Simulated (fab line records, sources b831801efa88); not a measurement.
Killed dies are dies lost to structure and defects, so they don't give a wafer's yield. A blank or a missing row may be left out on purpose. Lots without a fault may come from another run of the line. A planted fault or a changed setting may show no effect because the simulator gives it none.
One fault seen from 2 desks | flow sfq_line | each desk has only its own numbers; what lay behind them comes last

THE METROLOGY DESK
What the gauges read, lot by lot, whatever tool the lot ran on: means of the sampled wafers that have a number. A lot is out of limits, marked OUT, if its mean lies more than 4 standard deviations from the usual mean; the brackets give that distance.
Columns: A = M7_OVL at SFQ_M7_OVL_MEAS_945, usual 0 nm
lot  | first seen here | A
L407 | day 80 04:49    | 2
L408 | day 80 07:12    | 0
L409 | day 80 12:00    | -2
L410 | day 81 03:44    | -2
L411 | day 81 06:07    | 4
L412 | day 81 08:31    | 2
L413 | day 81 13:20    | 2
L415 | day 83 05:44    | -3
L416 | day 83 14:08    | 1
L419 | day 84 08:08    | 4
L422 | day 85 10:20    | 115 (+21) OUT
L423 | day 85 11:31    | 116 (+22) OUT
L424 | day 86 07:56    | 122 (+23) OUT
L429 | day 87 17:23    | 4
L430 | day 88 00:35    | 2
This desk's finding: out of limits on L422, L423, L424; first on L422, day 85 10:20 (M7_OVL at SFQ_M7_OVL_MEAS_945). In limits: L407, L408, L409, L410, L411, L412, L413, L415, L416, L419, L429, L430.

THE TOOL OWNER'S DESK: krf_scanner-02
The tool's own readings at SFQ_TRILAYER_M7_LITHO_EXPOSE_178 (exposes mask M7, target cd 500 nm): means of the sampled wafers that have a number, for each lot that ran on this tool. A lot is out of limits, marked OUT, if its mean lies more than 4 standard deviations from the usual mean; the brackets give that distance.
Columns: A = focus_offset_nm at SFQ_TRILAYER_M7_LITHO_EXPOSE_178, usual 0.1 nm
lot  | first seen here | A
L407 | day 80 03:42    | 0.7
L408 | day 80 05:54    | 0.4
L409 | day 80 10:30    | -0.8
L422 | day 85 09:13    | 0.8
L423 | day 85 10:01    | -0.2
L424 | day 86 06:49    | -0.1
This desk's finding: nothing out of limits on any of the 6 lots.

PUT TOGETHER
The metrology desk could have raised an alarm at day 85 10:20, on L422, L423, L424.
The tool owner's desk saw nothing out of limits.
The tool owner's desk has L422, L423, L424 on record, within its limits.
Of the lots named, all ran SFQ_TRILAYER_M7_LITHO_EXPOSE_178 on krf_scanner-02.

WHAT THE SIMULATOR HAD PUT IN
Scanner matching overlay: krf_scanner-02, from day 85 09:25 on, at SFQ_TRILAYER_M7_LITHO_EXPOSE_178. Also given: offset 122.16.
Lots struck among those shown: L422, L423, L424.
Hours from the fault's start to each desk's first reading out of limits: the metrology desk, 1.
